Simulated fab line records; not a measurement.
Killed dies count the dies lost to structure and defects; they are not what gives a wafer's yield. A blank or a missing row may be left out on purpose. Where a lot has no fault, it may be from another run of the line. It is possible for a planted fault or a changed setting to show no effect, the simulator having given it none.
Which of the tools did it? || flow sky130 || route of 708 steps, sampled at 1 step: 6 lots, 18 wafers

## WHAT THE GAUGES SHOWED, per wafer
SKY_CONTACT_CD_MEAS_14 targets a cd of 170 nm.
{"lot": "L366", "measured": "day 32 04:38", "on": "cd-sem-01", "cd-nm (nm)": "171.0 171.3 172.1"}
{"lot": "L368", "measured": "day 33 00:45", "on": "cd-sem-02", "cd-nm (nm)": "171.1 171.1 171.1"}
{"lot": "L370", "measured": "day 33 21:43", "on": "cd-sem-02", "cd-nm (nm)": "171.9 170.4 169.1"}
{"lot": "L373", "measured": "day 34 17:05", "on": "cd-sem-02", "cd-nm (nm)": "170.5 170.5 168.6"}
{"lot": "L384", "measured": "day 37 18:36", "on": "cd-sem-01", "cd-nm (nm)": "172.5 172.0 171.5"}
{"lot": "L387", "measured": "day 38 14:13", "on": "cd-sem-01", "cd-nm (nm)": "170.7 171.8 171.6"}

## WHAT TOOL EACH LOT RAN ON (gives the tool, then ch and the chambers of the sampled wafers, and finally the start)
Record: no process step prior to these readings.

## THE ANSWER, worked out from the rows above alone
Rule: the lots themselves supply what counts as usual. Put in order of their means at a reading, lots are off if they are a third of the lots or fewer, leave a main group of 4 or more, and stand apart from it by a gap of 3 or more times the standard deviation of the main group's means; of several such gaps the widest counts. If all means in a main group match to the digits the tables above print for the reading, that group is not used. A lot without any number at a reading at which 4 lots or more have one is off too. All remaining lots with rows at the step are treated as sound.
No lot is off at any reading shown: from this, nothing can be told.

## WHAT THE SIMULATOR PUT IN
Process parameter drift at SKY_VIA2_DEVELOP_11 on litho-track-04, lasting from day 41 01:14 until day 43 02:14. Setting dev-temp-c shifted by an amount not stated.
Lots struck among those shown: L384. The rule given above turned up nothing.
